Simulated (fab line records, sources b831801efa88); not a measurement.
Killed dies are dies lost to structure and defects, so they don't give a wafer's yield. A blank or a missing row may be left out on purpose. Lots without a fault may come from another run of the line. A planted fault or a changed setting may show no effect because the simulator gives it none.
Chamber matching | flow sfq_line | SFQ_TRILAYER_C5_ETCH_VIA_ETCH_154 on rie_diel-01: 4 sister chambers
The step etches SiO2 in CHF3, stops on Nb, target depth 84 nm. 16 wafers are shown with their chamber, then 7 later ones without.

WAFERS WITH THEIR CHAMBER
wafer  | chamber | drypump_motor_current_A (A) | oes_product_au (a.u.)
L407.1 | 3       | 5.6                         | 0.884
L407.5 | 3       | 5.6                         | 0.915
L407.6 | 0       | 5.4                         | 0.915
L408.1 | 0       | 5.4                         | 0.881
L408.2 | 3       | 5.7                         | 0.893
L408.6 | 0       | 5.4                         | 0.898
L410.1 | 1       | 5.2                         | 0.892
L410.3 | 3       | 5.6                         | 0.895
L410.4 | 0       | 5.4                         | 0.898
L413.2 | 3       | 5.7                         | 0.887
L413.3 | 1       | 5.2                         | 0.903
L413.4 | 1       | 5.2                         | 0.899
L416.2 | 2       | 4.8                         | 0.890
L416.5 | 3       | 5.7                         | 0.889
L416.6 | 1       | 5.2                         | 0.893
L421.1 | 2       | 4.8                         | 0.893

SIGNATURES (means of the wafers above)
reading                 | chamber 0 | chamber 1 | chamber 2 | chamber 3 | scatter within a chamber
drypump_motor_current_A | 5.400     | 5.200     | 4.800     | 5.650     | 0.0354
oes_product_au          | 0.89800   | 0.89675   | 0.89150   | 0.89383   | 0.0103
Rule: a wafer's distance from a chamber is the root of the sum, over the readings, of the square of ((its reading less the chamber's mean) divided by the reading's scatter). The wafer belongs to the nearest chamber; if the next one is less than 2 further off, it can't be placed. The scatter: the root of (the sum of the squares of (reading less its chamber's mean) over the shown wafers, divided by (wafers less chambers)).

WAFERS WITHOUT THEIR CHAMBER
wafer  | drypump_motor_current_A (A) | oes_product_au (a.u.)
L421.5 | 5.7                         | 0.895
L425.1 | 5.4                         | 0.893
L425.2 | 5.2                         | 0.897
L425.6 | 5.4                         | 0.903
L427.2 | 5.4                         | 0.898
L427.3 | 5.6                         | 0.902
L427.5 | 5.6                         | 0.920

WHICH CHAMBER EACH WENT THROUGH
wafer  | from the rows above | in truth
L421.5 | 3                   | 3
L425.1 | 0                   | 0
L425.2 | 1                   | 1
L425.6 | 0                   | 0
L427.2 | 0                   | 0
L427.3 | 3                   | 3
L427.5 | 3                   | 3
Placed correctly: 7 of 7. Can't be placed from these rows: 0. Placed wrongly: 0.
